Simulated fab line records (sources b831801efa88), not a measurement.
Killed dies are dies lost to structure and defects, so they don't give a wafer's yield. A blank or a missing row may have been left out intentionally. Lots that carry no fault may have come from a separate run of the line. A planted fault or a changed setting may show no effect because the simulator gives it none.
8D (eight disciplines) problem report, filled in by code    flow gf180mcu    the parts of the form that need people (team, actions taken, sign-off) are left out

== 1. THE ISSUE ==
Mean NWELL_TW at GF_NWELL_TW_MEAS_11: 1422 over 6 wafers in 2 lots; fault-free wafers: 1559, standard deviation 20. That is -6.8 standard deviations from the usual mean.
Seen first at day 7 10:02 on film_metro-04, wafer L971.1. At this step, 39 wafers from 13 lots have a number in the record. Rule for "out" (also "out of limits"): further than 4 standard deviations from the usual mean. Any other wafer with a number is counted as sound.

== 2. WHAT IT IS, WHAT IT ISN'T ==
question                     is                            is not
which readings at this step  NWELL_TW                      -
which lots                   L971, L972                    L953, L954, L955, L956, L958, L960, L961, L962, L973, L975, L976
which wafers of those lots   all that have a number        -
read on which gauges         film_metro-02, film_metro-04  film_metro-01
when                         from day 7 10:02              up to then (24 sound wafers); but 9 sound wafers of L973, L975, L976 came after

== 3. WHAT RULES OUT EACH SUSPECT ==
Counting: a tool stays on the suspect list if, at a process step up to the reading, it processed all lots that are out and no sound lot following the first of them.
- the gauge at GF_NWELL_TW_MEAS_11 is ruled out. The wafers that are out were read on 2 gauges (film_metro-02, film_metro-04).
- implanter-02 at GF_NWELL_IMPLANT_08: kept. It processed each lot that is out, first L971 at day 7 09:38, and no sound lot thereafter; up to then, the last sound lot it processed was L962 at day 5 09:07.
Remaining after the count: implanter-02 at GF_NWELL_IMPLANT_08.

== 4. THE CAUSE (what the simulator had put in) ==
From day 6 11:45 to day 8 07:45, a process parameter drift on implanter-02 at GF_NWELL_IMPLANT_08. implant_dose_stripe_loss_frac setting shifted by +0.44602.
The count eliminated every tool but this one.

== 5. SEQUENCE OF EFFECTS, ordered by route ==
Each row: a reading whose mean over the struck wafers that have a number lies more than 3 standard deviations from the usual. Readings are gone through only where the record gives a usual standard deviation; hours: the median, over the lots, of the time from a lot's start at the first step in this table giving one to that lot's start at this step; sigmas: the change measured in usual standard deviations.
hours  step                      reading   usual         on struck wafers  change  sigmas
0      GF_NWELL_TW_MEAS_11       NWELL_TW  1559          1422              -136    -6.8
122    GF_VT_IMPLANT_RS_MEAS_47  NWELL_RS  487.7 ohm/sq  587.8             +100.1  +83
Later steps that measure or inspect, where all struck wafers having a row at the step show a number for every such reading and not one has moved that far: GF_MVPSD_OVL_MEAS_07.

== 6. WHAT WOULD HAVE CAUGHT IT SOONER ==
In this record the first reading out of limits at a measuring or inspecting step was taken at day 7 10:02, 22 hours after the fault began at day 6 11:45.
Tool readings at GF_NWELL_IMPLANT_08 with a usual standard deviation given in the record: none out on any struck wafer, hence no alarm at a limit of 4 standard deviations on them.
Among the 2 lots that are out, L972 began GF_NWELL_IMPLANT_08 on implanter-02 after day 7 10:02. Had the tool been put on hold then, it would have been spared.
